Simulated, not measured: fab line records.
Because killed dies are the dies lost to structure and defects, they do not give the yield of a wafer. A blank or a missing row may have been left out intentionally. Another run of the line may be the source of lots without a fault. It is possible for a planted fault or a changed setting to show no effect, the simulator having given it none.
Struck lot and sound lot, side by side | flow sfq-line | 14 steps out of a route of 325
Sound: wafers L776.2, L776.4, L776.5. Struck: wafers L785.3, L785.6. (L785.1 of the same lot was not struck and is left out.) The cause comes at the end.
Each step with rows lists, per side, the tool, then ch with its chambers, then its first start. Under that, the readings that differ: sound wafers | struck wafers | difference of the means | sigmas: that difference in standard deviations of wafers without a fault.
alike: a reading whose means differ by less than 2 such deviations, as well as words and numbers matching on both sides. not compared: withheld readings; readings where some wafer has no value; bounds like >300 that might hide an equal value; numbers whose values overlap and for which the record gives no deviation.
The two part at a step that has a row with sigmas, a row that says differs or no value, or rows on one side only. Non-overlapping numbers with no deviation appear without sigmas and do not part them. A reading missing from all wafers of one side parts the sides only when that side holds two or more wafers.

first, 1 step without rows for these wafers: SFQ_TRILAYER_M2_STRIP_SOLV_CLEAN_062 (cleans in NMP, time 600 s).
SFQ_TRILAYER_I2_DEP_PECVD_063: deposits SiO2 from SiH4/N2O, time 111.11 s, target thk 500 nm.
  sound on pecvd-01 ch 0,2, day 24 18:44; struck on pecvd-02 ch 0, day 28 14:47
  reading                | sound          | struck    | difference | sigmas
  throttle-valve-pct (%) | 26.3 25.5 26.1 | 21.9 21.9 | -4.1       | -3
  alike: heater-power-w
SFQ_TRILAYER_I2_CMP_CMP_064: polishes SiO2.
  sound on cmp-02 ch 0,1,3, day 24 20:29; struck on cmp-02 ch 0,1, day 29 06:49
  alike: motor-current-A, slurry-filter-dp-kPa, time-to-endpoint-s
SFQ_I2_BOW_MEAS_917:
  sound on film-metro-03, day 24 22:30; struck on film-metro-03, day 29 09:19
  alike: I2_BOW
SFQ_TRILAYER_I2_METRO_MEASURE_065:
  sound on film-metro-03, day 24 22:48; struck on film-metro-03, day 29 09:26
  alike: thk-nm
then, 6 steps without rows for these wafers: SFQ_TRILAYER_I2_VIA_LITHO_COAT_072 (resist thk 62 nm); SFQ_TRILAYER_I2_VIA_LITHO_COAT_067 (resist thk 650 nm); SFQ_TRILAYER_I2_VIA_LITHO_SOFTBAKE_071; SFQ_TRILAYER_I2_VIA_LITHO_EXPOSE_068 (exposes mask I2, target cd 500 nm); SFQ_TRILAYER_I2_VIA_LITHO_PEB_070 (peb time 60 s); SFQ_TRILAYER_I2_VIA_LITHO_DEVELOP_069 (time 60 s).
-- the record jumps here: 5 days lie between the struck wafers' starts before and after --
SFQ_I2_OVL_MEAS_918:
  sound on overlay-01, day 29 07:48; struck on overlay-02, day 34 03:20
  alike: I2_OVL
SFQ_TRILAYER_I2_VIA_BARC_OPEN_VIA_ETCH_096: etches BARC in O2, target depth 125 nm, time 41.7 s.
  sound on rie-diel-03 ch 0,2,3, day 29 07:50; struck on rie-diel-02 ch 3, day 34 03:22
  reading    | sound             | struck      | difference | sigmas
  bias-w (W) | 79.95 80.26 79.72 | 88.52 88.70 | +8.63      | +33
  alike: drypump-motor-current-A, oes-product-au
  not compared: rf-hours-counter-h
SFQ_TRILAYER_I2_VIA_ETCH_VIA_ETCH_070: etches SiO2 in CHF3, stops on Nb, target depth 260 nm.
  sound on rie-diel-03 ch 0,2,3, day 29 07:52; struck on rie-diel-02 ch 3, day 34 03:25
  alike: bias-w, drypump-motor-current-A, oes-product-au

## WHERE THEY PART
At SFQ_TRILAYER_I2_DEP_PECVD_063 first; at SFQ_TRILAYER_I2_VIA_BARC_OPEN_VIA_ETCH_096 last (within this record only). Later steps at which nothing parts them and some readings are alike: SFQ_TRILAYER_I2_VIA_ETCH_VIA_ETCH_070.

WHY: the cause the simulator had injected
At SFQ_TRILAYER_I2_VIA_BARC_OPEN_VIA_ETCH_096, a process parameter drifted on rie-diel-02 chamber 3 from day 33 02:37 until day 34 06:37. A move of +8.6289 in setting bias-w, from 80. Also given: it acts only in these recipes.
